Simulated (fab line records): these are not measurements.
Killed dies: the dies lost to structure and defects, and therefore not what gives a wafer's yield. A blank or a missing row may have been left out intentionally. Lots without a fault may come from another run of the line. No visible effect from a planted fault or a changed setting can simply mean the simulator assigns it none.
The same fault as seen by 2 desks ; flow sky130 ; each desk has only its own numbers; what lay behind them comes last

== TOOL OWNER'S DESK, rie metal-03 ==
The tool's own readings at SKY_LOCAL_INTERCONNECT_ETCH_13 (etches BARC in N2/H2, stops on SiO2, time 45.9 s, target depth 60 nm): means of the sampled wafers that have a number, for each lot that ran on this tool. If a lot's mean is further than 4 standard deviations from the usual mean, the lot is out of limits and carries the mark OUT (the distance appears in the brackets).
Columns: A = drypump motor current A at SKY_LOCAL_INTERCONNECT_ETCH_13, usual 5.8 A; B = oes product au at SKY_LOCAL_INTERCONNECT_ETCH_13, usual 0.855 a.u.; C = run length s at SKY_LOCAL_INTERCONNECT_ETCH_13, usual 74.4 s; D = throttle valve pct at SKY_LOCAL_INTERCONNECT_ETCH_13, usual 13.224 %
lot;first seen here;A;B;C;D
L482;day 30 12:24;5.5;0.855;74.6;13.231
L484;day 31 15:00;5.6;0.859;74.3;13.223
L485;day 31 17:17;5.7;0.859;74.5;13.230
L488;day 33 21:05;5.7;0.859;74.3;13.231
L493;day 35 01:34;5.5;0.836 (-4.1) OUT;76.9 (+5.7) OUT;13.220
L494;day 35 03:50;5.5;0.832 (-4.8) OUT;77.1 (+6.1) OUT;13.224
This desk finds L493, L494 out of limits, L493 being first, at day 35 01:34 (oes product au at SKY_LOCAL_INTERCONNECT_ETCH_13). L482, L484, L485, L488 stayed within limits.

== FROM THE METROLOGY DESK ==
Lot by lot, what the gauges showed, no matter which tool ran the lot: averages of those sampled wafers that carry a number. If a lot's mean is further than 4 standard deviations from the usual mean, the lot is out of limits and carries the mark OUT (the distance appears in the brackets).
Columns: A = cd nm at SKY_LOCAL_INTERCONNECT_CD_MEAS_11, usual 170.0 nm; B = LOCAL_INTERCONNECT_OVL at SKY_LOCAL_INTERCONNECT_OVL_MEAS_12, usual 1 nm; C = CONTACT_HDPCVD_THK at SKY_CONTACT_THK_MEAS_03, usual 564 nm
lot;first seen here;A;B;C
L482;day 30 12:16;170.2;4;565
L483;day 30 18:11;168.6;-1;569
L484;day 31 14:50;168.0;6;562
L485;day 31 17:09;172.0;4;564
L490;day 33 19:08;169.6;0;559
L488;day 33 20:56;167.7;1;570
L492;day 34 04:28;171.6;-0;565
L493;day 35 01:25;168.8;7;558
L494;day 35 03:41;169.8;3;564
L497;day 35 22:43;170.5;-1;570
L501;day 36 17:48;169.3;4;565
L504;day 37 12:19;169.3;-3;560
This desk's finding: nothing out of limits on any of the 12 lots.

== BROUGHT TOGETHER ==
At day 35 01:34, on L493, L494, the tool owner's desk was in a position to raise an alarm.
The metrology desk saw nothing out of limits.
The metrology desk has L493, L494 on record, within its limits.
SKY_LOCAL_INTERCONNECT_ETCH_13 was run on rie metal-03 by each of the lots named.

== WHAT WAS PUT IN BY THE SIMULATOR ==
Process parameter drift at SKY_LOCAL_INTERCONNECT_ETCH_13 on rie metal-03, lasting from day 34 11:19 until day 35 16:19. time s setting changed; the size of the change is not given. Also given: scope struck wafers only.
Struck lots among those shown: L493, L494.
Hours from the fault's start to each desk's first reading out of limits: the tool owner's desk, 14.
